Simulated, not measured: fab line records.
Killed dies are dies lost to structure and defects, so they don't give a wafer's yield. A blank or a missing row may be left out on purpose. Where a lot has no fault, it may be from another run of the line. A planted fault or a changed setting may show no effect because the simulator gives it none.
Chamber matching | flow sky130 | SKY_VIA4_CMP_02 on cmp-01: 4 sister chambers
The step polishes SiO2. 4 wafers are shown with their chamber, then 8 later ones without.

## WAFERS WITH THEIR CHAMBER
wafer  | chamber | motor_current_A (A)
L735.2 | 2       | 13.7
L740.1 | 1       | 13.3
L740.2 | 3       | 10.7
L741.1 | 0       | 9.6

## WAFERS WITH NO CHAMBER GIVEN
wafer  | motor_current_A (A)
L741.2 | 13.8
L741.5 | 13.8
L744.1 | 10.6
L744.2 | 13.5
L744.6 | 10.0
L748.4 | 12.6
L748.5 | 13.2
L748.6 | 10.4

## WHICH CHAMBER EACH ONE RAN IN
wafer  | from the rows above     | in truth
L741.2 | can't be placed: 2 or 1 | 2
L741.5 | can't be placed: 2 or 1 | 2
L744.1 | 3                       | 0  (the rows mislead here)
L744.2 | can't be placed: 1 or 2 | 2
L744.6 | can't be placed: 0 or 3 | 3
L748.4 | can't be placed: 1 or 2 | 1
L748.5 | can't be placed: 1 or 2 | 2
L748.6 | can't be placed: 3 or 0 | 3
Correct placement for 0 of the 8. Not placeable from these rows: 7 (in 7, the candidates include the true chamber). Number placed wrongly: 1.
How it was worked out, from the rows above alone: a wafer's distance from a chamber is the root of the sum, over the readings, of the square of ((its reading less the chamber's mean) divided by the reading's scatter). The wafer belongs to the nearest chamber; if the next one is less than 2 further off, it can't be placed. The mean given for a chamber averages the wafers shown for that chamber. The scatter: with one shown wafer a chamber, the root of the mean of the squares of how far each hidden wafer lies from its nearest shown one.
